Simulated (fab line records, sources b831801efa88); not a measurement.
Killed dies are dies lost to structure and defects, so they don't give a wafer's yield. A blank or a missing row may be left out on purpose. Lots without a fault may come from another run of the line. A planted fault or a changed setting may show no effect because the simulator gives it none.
fab line records | flow gf180mcu
record lots=12 wafers=36 last_day=34
route steps=602 shown CONTACT@287
lots that met no fault: from a run of the same line without faults
start_h: hours from the record's first day to the start of the lot's first wafer shown | wait_h: hours since the lot's step before | " the same as in the row above | L1.1+2: a row that stands for several wafers | - no value, or no start given | * or withheld: withheld | < > ~ a bound
route shown NAME@n: a module of which the file shows steps, and the number in the route of the first | usual: mean/standard deviation of fault-free wafers | same: alike in all rows | chamber/n: place in a boat | sites: the reading at each site | _std_site: their standard deviation | _edge_site: outer sites' mean less inner sites' | radius_mm: how far each site lies from the wafer's centre | mask NAME#n: copy n | behind: the tool/chamber that last shaped the wafer | hold: why the lot was held/for how many hours/how that ended | device: the transistor (n, p or np) that didn't switch | end of line: the same wafers' tests at the end of the route | a step without rows: its recipe alone | killed: dies lost to structure and defects at the first sort, not the wafer's yield | map: a wafer's dies, x killed, . not, _ none there
set.NAME: the setting as run; set.NAME@STEP: as run at that earlier step | model.NAME: the simulator's own value behind a step, which no gauge read
steps of the route over a sample of lots; a table a step, a row a wafer
services: from which hour (start_h, from the record's first day; less than 0 if before it) a tool's chamber was out of use, for how many hours, and why
## steps
# step GF_CONTACT_CVD_00
# recipe material=SiO2 target_thk_nm=300 sigma_open_frac=0.3 temp_c=400 time_s=50 sih4_flow_sccm=60 pressure_mtorr=6
# usual sih4_flow_sccm=60.01/0.15
# columns lot.wafer tool chamber start_h wait_h sih4_flow_sccm
L420.2 hdpcvd-02 2 332.70 0.1 60.17
L420.4 " 0 " " 59.94
L420.6 " 1 " " 60.01
L421.1 hdpcvd-02 2 342.62 0.1 60.31
L421.3 " 1 " " 60.41
L421.6 " 1 " " 60.16
L422.3 hdpcvd-02 0 359.41 0.1 59.96
L422.5 " 0 " " 59.91
L422.6 " 2 " " 60.02
L426.2 hdpcvd-01 0 395.71 0.1 60.14
L426.4 " 0 " " 60.14
L426.6 " 2 " " 59.97
L434.1 hdpcvd-01 2 461.15 0.1 60.13
L434.3 " 0 " " 29.84
L434.6 " 2 " " 59.98
L435.1 hdpcvd-01 1 471.23 0.1 59.95
L435.3 " 0 " " 30.27
L435.5 " 0 " " 29.99
L436.3 hdpcvd-02 0 482.28 0.1 59.68
L436.5 " 0 " " 59.78
L436.6 " 1 " " 59.84
L437.1 hdpcvd-02 1 487.97 0.1 60.01
L437.2 " 0 " " 59.80
L437.6 " 2 " " 60.15
L439.1 hdpcvd-02 2 502.75 0.1 59.95
L439.3 " 0 " " 59.90
L439.5 " 1 " " 59.90
L440.1 hdpcvd-02 2 516.58 0.1 60.15
L440.4 " 1 " " 59.95
L440.6 " 0 " " 59.44
L442.1 hdpcvd-02 2 526.83 0.1 59.99
L442.4 " 1 " " 60.09
L442.5 " 2 " " 59.71
L443.2 hdpcvd-02 2 529.83 0.1 59.84
L443.3 " 0 " " 60.36
L443.4 " 1 " " 59.94
# step GF_CONTACT_THK_MEAS_01
# recipe reads=SiO2_of_CONTACT_CVD_00
# usual CONTACT_CVD_00_THK=301/3.6
# columns lot.wafer tool chamber start_h wait_h CONTACT_CVD_00_THK[nm]
L420.2 film_metro-03 - 332.76 0.0 301
L420.4 " - " " 307
L420.6 " - " " 304
L421.1 film_metro-02 - 342.67 0.0 303
L421.3 " - " " 301
L421.6 " - " " 305
L422.3 film_metro-01 - 359.47 0.0 304
L422.5 " - " " 306
L422.6 " - " " 303
L426.2 film_metro-01 - 395.76 0.0 295
L426.4 " - " " 300
L426.6 " - " " 297
L434.1 film_metro-02 - 461.20 0.0 294
L434.3 " - " " 144
L434.6 " - " " 296
L435.1 film_metro-03 - 471.28 0.0 305
L435.3 " - " " 147
L435.5 " - " " 149
L436.3 film_metro-02 - 482.35 0.0 309
L436.5 " - " " 308
L436.6 " - " " 305
L437.1 film_metro-01 - 488.01 0.0 304
L437.2 " - " " 305
L437.6 " - " " 303
L439.1 film_metro-01 - 502.79 0.0 305
L439.3 " - " " 303
L439.5 " - " " 306
L440.1 film_metro-03 - 516.63 0.0 295
L440.4 " - " " 297
L440.6 " - " " 298
L442.1 film_metro-03 - 526.87 0.0 304
L442.4 " - " " 300
L442.5 " - " " 303
L443.2 film_metro-02 - 529.88 0.0 306
L443.3 " - " " 307
L443.4 " - " " 306
# step GF_CONTACT_CVD_02
# recipe material=SiO2 target_thk_nm=860 precursor=TEOS temp_c=400 time_s=95.992 rf_w=600
# usual heater_power_w=697/100 rf_fwd_power_W=596.3/2.2
# columns lot.wafer tool chamber start_h wait_h heater_power_w rf_fwd_power_W
L420.2 pecvd-02 2 332.81 0.0 690 598.3
L420.4 " 0 " " 811 595.0
L420.6 " 1 " " 714 594.3
L421.1 pecvd-01 0 342.73 0.1 701 596.0
L421.3 " 1 " " 754 595.9
L421.6 " 2 " " 620 597.4
L422.3 pecvd-02 2 359.51 0.0 592 595.1
L422.5 " 1 " " 710 596.6
L422.6 " 2 " " 647 591.5
L426.2 pecvd-02 1 395.81 0.0 681 592.1
L426.4 " 0 " " 792 599.3
L426.6 " 1 " " 708 595.2
L434.1 pecvd-04 2 461.26 0.1 584 597.8
L434.3 " 1 " " 712 597.4
L434.6 " 0 " " 952 597.0
L435.1 pecvd-02 0 471.34 0.1 706 597.2
L435.3 " 2 " " 705 595.7
L435.5 " 2 " " 558 596.3
L436.3 pecvd-02 0 482.39 0.0 711 596.6
L436.5 " 0 " " 747 593.9
L436.6 " 2 " " 577 598.2
L437.1 pecvd-04 2 488.07 0.1 633 599.2
L437.2 " 0 " " 958 596.8
L437.6 " 2 " " 525 599.7
L439.1 pecvd-04 2 502.85 0.1 631 599.3
L439.3 " 0 " " 923 596.3
L439.5 " 0 " " 961 595.4
L440.1 pecvd-04 2 516.69 0.1 612 597.6
L440.4 " 1 " " 576 598.7
L440.6 " 2 " " 527 599.3
L442.1 pecvd-04 0 526.93 0.1 906 592.1
L442.4 " 2 " " 621 594.7
L442.5 " 0 " " 939 594.7
L443.2 pecvd-02 0 529.93 0.0 794 596.6
L443.3 " 0 " " 826 596.4
L443.4 " 2 " " 706 595.5
# step GF_CONTACT_THK_MEAS_03
# recipe reads=SiO2_of_CONTACT_CVD_02
# usual CONTACT_CVD_02_THK=856/11
# columns lot.wafer tool chamber start_h wait_h CONTACT_CVD_02_THK[nm]
L420.2 film_metro-02 - 332.89 0.0 852
L420.4 " - " " 863
L420.6 " - " " 867
L421.1 film_metro-03 - 342.80 0.0 864
L421.3 " - " " 864
L421.6 " - " " 877
L422.3 film_metro-03 - 359.60 0.1 855
L422.5 " - " " 848
L422.6 " - " " 861
L426.2 film_metro-01 - 395.89 0.0 856
L426.4 " - " " 868
L426.6 " - " " 862
L434.1 film_metro-03 - 461.33 0.0 845
L434.3 " - " " 853
L434.6 " - " " 874
L435.1 film_metro-01 - 471.41 0.0 838
L435.3 " - " " 838
L435.5 " - " " 857
L436.3 film_metro-01 - 482.48 0.1 850
L436.5 " - " " 851
L436.6 " - " " 860
L437.1 film_metro-01 - 488.14 0.0 851
L437.2 " - " " 855
L437.6 " - " " 857
L439.1 film_metro-02 - 502.92 0.0 841
L439.3 " - " " 833
L439.5 " - " " 853
L440.1 film_metro-01 - 516.79 0.1 844
L440.4 " - " " 867
L440.6 " - " " 880
L442.1 film_metro-02 - 527.00 0.0 835
L442.4 " - " " 862
L442.5 " - " " 852
L443.2 film_metro-01 - 530.05 0.1 853
L443.3 " - " " 873
L443.4 " - " " 867
# step GF_CONTACT_ETCH_17
# recipe chemistry=C4F8/O2/Ar mask_material=KrF target=SiO2 stop_on=CoSi2 source_w=1500 bias_w=1200 pressure_mtorr=40 c4f8_flow_sccm=withheld O2_flow_sccm=6 Ar_flow_sccm=300 time_s=withheld target_depth_a=8600
# usual oes_product_au=0.815/0.0047 rf_fwd_power_W=1494/4.7
# columns lot.wafer tool chamber start_h wait_h oes_product_au rf_fwd_power_W
L420.2 rie_diel-04 0 - - 0.819 1497
L420.4 " 1 " " 0.822 1496
L420.6 " 3 " " 0.817 1502
L421.1 rie_diel-04 2 - - 0.823 1498
L421.3 " 1 " " 0.817 1498
L421.6 " 1 " " 0.824 1495
L422.3 rie_diel-01 0 - - 0.816 1488
L422.5 " 2 " " 0.806 1491
L422.6 " 1 " " 0.811 1492
L426.2 rie_diel-04 0 - - 0.807 1494
L426.4 " 1 " " 0.819 1498
L426.6 " 2 " " 0.817 1493
L434.1 rie_diel-01 2 - - 0.815 1505
L434.3 " 3 " " 0.738 1500
L434.6 " 3 " " 0.805 1497
L435.1 rie_diel-03 2 - - 0.818 1494
L435.3 " 1 " " 0.745 1500
L435.5 " 0 " " 0.736 1490
L436.3 rie_diel-01 2 - - 0.817 1487
L436.5 " 0 " " 0.820 1496
L436.6 " 1 " " 0.824 1490
L437.1 rie_diel-03 2 - - 0.814 1489
L437.2 " 1 " " 0.822 1493
L437.6 " 0 " " 0.813 1493
L439.1 rie_diel-01 0 - - 0.811 1506
L439.3 " 2 " " 0.818 1498
L439.5 " 3 " " 0.820 1493
L440.1 rie_diel-01 3 - - 0.813 1485
L440.4 " 1 " " 0.815 1485
L440.6 " 1 " " 0.807 1486
L442.1 rie_diel-01 1 - - 0.814 1488
L442.4 " 3 " " 0.816 1494
L442.5 " 1 " " 0.821 1487
L443.2 rie_diel-03 1 - - 0.821 1500
L443.3 " 2 " " 0.829 1490
L443.4 " 3 " " 0.816 1499
# step GF_CONTACT_STRIP_18
# recipe chemistry=O2/N2 power_w=1400 pressure_mtorr=1500 platen_temp_c=250 o2_flow_sccm=3000 n2_flow_sccm=300 overash_fraction=0.5
# usual drypump_motor_current_A=5.8/0.31 heater_power_w=333/22 oes_product_au=0.581/0.0048
# columns lot.wafer tool chamber start_h wait_h drypump_motor_current_A heater_power_w oes_product_au rf_hours_counter_h
L420.2 plasma_asher-01 0 354.57 - 5.6 339 0.581 57
L420.4 " 0 " " 5.6 346 0.569 -
L420.6 " 0 " " 5.6 357 0.577 -
L421.1 plasma_asher-01 0 364.96 - 5.6 351 0.580 58
L421.3 " 0 " " 5.6 350 0.578 -
L421.6 " 0 " " 5.6 356 0.587 -
L422.3 plasma_asher-03 0 382.95 - 6.1 325 0.583 -
L422.5 " 0 " " 6.2 332 0.586 -
L422.6 " 1 " " 5.6 370 0.579 -
L426.2 plasma_asher-03 0 420.43 - 6.1 326 0.580 76
L426.4 " 1 " " 5.5 375 0.583 -
L426.6 " 1 " " 5.5 375 0.577 -
L434.1 plasma_asher-03 0 485.98 - 6.2 325 0.585 5
L434.3 " 0 " " 6.1 331 0.577 -
L434.6 " 0 " " 6.2 339 0.582 -
L435.1 plasma_asher-04 1 495.56 - 5.2 311 0.582 89
L435.3 " 0 " " 5.2 305 0.577 -
L435.5 " 0 " " 5.2 309 0.586 -
L436.3 plasma_asher-01 1 506.85 - 6.1 313 0.582 -
L436.5 " 1 " " 6.1 310 0.577 -
L436.6 " 0 " " 5.5 340 0.573 -
L437.1 plasma_asher-04 0 513.18 - 5.2 312 0.582 90
L437.2 " 1 " " 5.2 312 0.575 90
L437.6 " 0 " " 5.2 306 0.577 -
L439.1 plasma_asher-01 1 526.48 - 6.1 306 0.576 76
L439.3 " 1 " " 6.1 305 0.588 -
L439.5 " 1 " " 6.1 313 0.575 -
L440.1 plasma_asher-03 1 540.23 - 5.6 354 0.583 10
L440.4 " 0 " " 6.1 326 0.586 -
L440.6 " 0 " " 6.1 325 0.584 -
L442.1 plasma_asher-01 1 551.44 - 6.1 308 0.572 79
L442.4 " 1 " " 6.1 312 0.582 -
L442.5 " 1 " " 6.1 313 0.584 -
L443.2 plasma_asher-03 0 553.66 - 6.1 322 0.578 12
L443.3 " 1 " " 5.5 357 0.586 -
L443.4 " 0 " " 6.1 321 0.585 -
## services
# columns tool chamber start_h hours kind
hdpcvd-02 0 310.12 17.8 repair
hdpcvd-02 1 311.81 5.8 repair
rie_diel-04 2 322.48 1.9 repair
rie_diel-03 3 333.72 7.1 repair
rie_diel-03 0 348.72 4.1 repair
rie_diel-03 - 372.10 2.1 repair
rie_diel-01 0 372.62 2.3 repair
rie_diel-03 - 382.49 40.1 repair
hdpcvd-01 - 383.62 0.5 repair
rie_diel-03 2 386.63 7.2 repair
rie_diel-03 - 386.98 0.3 repair
rie_diel-01 - 405.24 0.6 repair
pecvd-04 - 406.21 1.6 repair
hdpcvd-02 - 415.70 3.3 repair
plasma_asher-03 - 421.25 9.0 pm
plasma_asher-03 - 439.29 10.7 repair
rie_diel-01 3 465.54 2.3 repair
rie_diel-01 0 480.33 17.1 repair
hdpcvd-02 2 504.93 4.2 repair
pecvd-02 1 511.07 10.5 repair
pecvd-04 0 511.71 9.8 repair
pecvd-02 1 525.98 14.8 repair
pecvd-04 - 546.75 0.4 repair
hdpcvd-02 0 553.24 9.7 repair
## key
first_sign step=GF_CONTACT_CVD_00 reading=sih4_flow_sccm direction=down sigmas=99+ usual=60.01 struck=30.03
effect step=GF_CONTACT_THK_MEAS_01 reading=CONTACT_CVD_00_THK direction=down sigmas=43 usual=301 struck=147
effect step=GF_CONTACT_ETCH_17 reading=oes_product_au direction=down sigmas=16 usual=0.815 struck=0.740
met_at GF_CONTACT_CVD_00
struck_lots L434,L435
struck_wafers L434.3,L435.3,L435.5
tester_left_out L434,L435
not_acting_at GF_CONTACT_CVD_02,GF_CONTACT_THK_MEAS_03,GF_CONTACT_STRIP_18
onset_between 395.71 461.15
fault kind=process_parameter_drift tool=hdpcvd-01 chamber=0 onset_h=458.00 steps=GF_CONTACT_CVD_00 channel=sih4_flow_sccm offset=-30 shape=step end_h=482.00 acts_in=these_recipes_only stated=60
# tester_left_out: of these lots the tester's yield and bins aren't shown, on N5 and GAA mostly nor the transistor test; their killed dies are dies lost to structure and defects alone, not to doping, threshold or leakage, so they don't give the yield
